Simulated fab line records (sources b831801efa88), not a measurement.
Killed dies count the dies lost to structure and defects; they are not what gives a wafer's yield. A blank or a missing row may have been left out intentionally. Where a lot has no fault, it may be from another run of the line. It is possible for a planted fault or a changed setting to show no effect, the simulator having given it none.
Code-filled problem report in 8D (eight disciplines) form + flow gf180mcu + the parts of the form that need people (team, actions taken, sign-off) are left out

## 1. PROBLEM STATEMENT
Wafers without a fault read 899.99 C, standard deviation 0.086; tube center temp C at GF_DUAL_GATE_OXIDATION_02 reads a mean of 902.66 C on 6 wafers belonging to 2 lots. That puts it +31 standard deviations away from the usual mean.
The step: stabilise 600 s, purge 300 s, target thk 10.887 nm.
Seen first at day 9 14:08 on furnace-02, wafer L154.1. The record holds 18 wafers of 6 lots with a number at this step. The rule behind "out" and "out of limits": a value lying over 4 standard deviations away from the usual mean. The rest of the wafers with a number are treated as sound.

## 2. WHAT IT IS, AND WHAT IT ISN'T
| question                    | is                                         | is not                                                                                |
|-----------------------------|--------------------------------------------|---------------------------------------------------------------------------------------|
| which readings at this step | tube center temp C, tube_center_temp_C_max | -                                                                                     |
| which lots                  | L154, L156                                 | L166, L168, L169, L170                                                                |
| which wafers of those lots  | all that have a number                     | -                                                                                     |
| read on which tools         | furnace-02                                 | furnace-01                                                                            |
| when                        | from day 9 14:08                           | up to then (0 sound wafers); but 12 sound wafers of L166, L168, L169, L170 came after |

## 3. WHAT RULES OUT EACH SUSPECT
Counting: a tool at any process step up to the reading remains a suspect when it ran all the lots that are out and ran no sound lot after the first of those.
- plasma asher-03 at GF_VT_IMPLANT_STRIP_42 (strips in O2/N2): kept. It ran every lot that is out, first L154 (day 9 13:09), and no sound lot after that.
- furnace-02 at GF_DUAL_GATE_OXIDATION_02 (stabilise 600 s, purge 300 s, target thk 10.887 nm): ruled out as a lasting fault. Following L154 (day 9 14:08), the first lot on it that is out, the sound lots L168 were run on it.
After counting, what remains is plasma asher-03 at GF_VT_IMPLANT_STRIP_42.

## 4. THE CAUSE (what the simulator had put in)
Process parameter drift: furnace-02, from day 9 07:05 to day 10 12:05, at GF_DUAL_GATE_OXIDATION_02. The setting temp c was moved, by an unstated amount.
Counting ruled it out, wrongly.

## 5. THE CHAIN OF EFFECTS, in route order
Each row: a reading whose mean over the struck wafers that have a number lies more than 3 standard deviations from the usual. Readings are gone through only where the record gives a usual standard deviation; hours: the median, over the lots, of the time from a lot's start at the first step in this table giving one to that lot's start at this step; sigmas: the change measured in usual standard deviations.
| hours | step                      | reading                | usual    | on struck wafers | change | sigmas |
|-------|---------------------------|------------------------|----------|------------------|--------|--------|
| 0     | GF_DUAL_GATE_OXIDATION_02 | spike tc upper C       | 900.5 C  | 903.8            | +3.3   | +3.4   |
| 0     | GF_DUAL_GATE_OXIDATION_02 | tube center temp C     | 899.99 C | 902.66           | +2.67  | +31    |
| 0     | GF_DUAL_GATE_OXIDATION_02 | tube_center_temp_C_max | 902.3    | 904.9            | +2.6   | +6.6   |
It contains these process steps:
- GF_DUAL_GATE_OXIDATION_02: stabilise 600 s, purge 300 s, target thk 10.887 nm.
Later measuring or inspecting steps at which every struck wafer that the step has a row for has a number for every such reading, and none has moved that far: GF_DUAL_GATE_THK_MEAS_03, GF_DUAL_GATE_OVL_MEAS_11.

## 6. WHAT WOULD HAVE CAUGHT IT SOONER
In this record no reading fell out of limits until day 9 14:08, 7 hours after the fault had begun at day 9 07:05.
